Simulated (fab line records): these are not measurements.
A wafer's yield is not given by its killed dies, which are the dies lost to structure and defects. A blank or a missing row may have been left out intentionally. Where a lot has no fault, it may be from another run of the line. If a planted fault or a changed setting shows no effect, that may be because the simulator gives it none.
Which tool did it? ; flow sky130 ; Sampling: 10 lots, 29 wafers, 3 of 708 route steps

## WHAT EACH GAUGE READ, for each wafer
SKY_METAL1_THK_MEAS_06: measures by xrf.
lot;measured;on;METAL1_ALCU_THK (nm)
L900;day 31 17:20;film-metro-02;244.8 246.1 243.8
L901;day 31 19:15;film-metro-03;249.0 246.0 246.4
L902;day 32 12:41;film-metro-03;246.0 245.4 243.6
L905;day 33 05:08;film-metro-01;248.2 247.5 247.0
L906;day 33 19:38;film-metro-03;244.0 242.8 242.4
L912;day 35 22:24;film-metro-02;243.5 224.7 242.7 225.9
L918;day 37 16:38;film-metro-01;243.2 245.7 244.2
L919;day 37 20:46;film-metro-02;247.2 249.0 249.2
L920;day 38 04:16;film-metro-01;246.9 250.1 248.7
L921;day 38 12:13;film-metro-02;249.1 248.9 247.2

## WHAT TOOL EACH LOT RAN ON (gives the tool, then ch and the chambers of the sampled wafers, and finally the start)
lot;SKY_LI_CONTACT_ETCH_14;SKY_METAL1_SPUTTER_04
L900;rie-diel-04 ch 0,1,2, day 29 03:38;pvd-sputter-03, day 31 17:10
L901;rie-diel-01 ch 1,2,3, day 29 07:17;pvd-sputter-03, day 31 19:04
L902;rie-diel-02 ch 2,3, day 30 00:04;pvd-sputter-04, day 32 12:30
L905;rie-diel-02 ch 1,2, day 30 17:29;pvd-sputter-04, day 33 04:57
L906;rie-diel-04 ch 0,2,3, day 31 08:41;pvd-sputter-04, day 33 19:28
L912;rie-diel-01 ch 1,3, day 33 07:41;pvd-sputter-04, day 35 17:12
L918;rie-diel-04 ch 0,1,2, day 35 08:13;pvd-sputter-03, day 37 16:28
L919;rie-diel-01 ch 1,2, day 35 12:43;pvd-sputter-03, day 37 20:35
L920;rie-diel-04 ch 0,1,3, day 35 19:49;pvd-sputter-01, day 38 04:06
L921;rie-diel-04 ch 1,2,3, day 36 03:20;pvd-sputter-03, day 38 12:01
- SKY_LI_CONTACT_ETCH_14: etches BARC in N2/H2, stops on SiO2, time 45.9 s, target depth 60 nm.
- SKY_METAL1_SPUTTER_04: material TiN, target thk 70 nm, time 58.3 s.

## THE ANSWER, worked out from the rows above alone
Rule: what is usual is taken from the lots themselves. The widest of any qualifying gaps counts: lots, ordered by their means at a reading, are off when they make up no more than a third of the lots, leave a main group of 4 or more, and stand apart from it by 3 or more times the standard deviation of that group's means. Not used: any main group whose means are identical at the precision the tables above print for the reading. Also off: a lot with no number at a reading for which 4 or more lots have one. All remaining lots with rows at the step are treated as sound.
Off: at SKY_METAL1_THK_MEAS_06 (METAL1_ALCU_THK), L912. For the main group the mean is 246.4 nm and the standard deviation 2.
If a tool, at a process step before that reading, ran all the lots that are off and no sound lot after the first of them, it fits. Gauges at SKY_METAL1_THK_MEAS_06: tried the same way as those tools. One fits: pvd-sputter-04 at SKY_METAL1_SPUTTER_04. A fault onset in the window from L906 (day 33 19:28, its last sound lot) to L912 (day 35 17:12, its first lot off) fits.

## WHAT THE SIMULATOR HAD INSERTED
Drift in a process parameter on pvd-sputter-04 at SKY_METAL1_SPUTTER_04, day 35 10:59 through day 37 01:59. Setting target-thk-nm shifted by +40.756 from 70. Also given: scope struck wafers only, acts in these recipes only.
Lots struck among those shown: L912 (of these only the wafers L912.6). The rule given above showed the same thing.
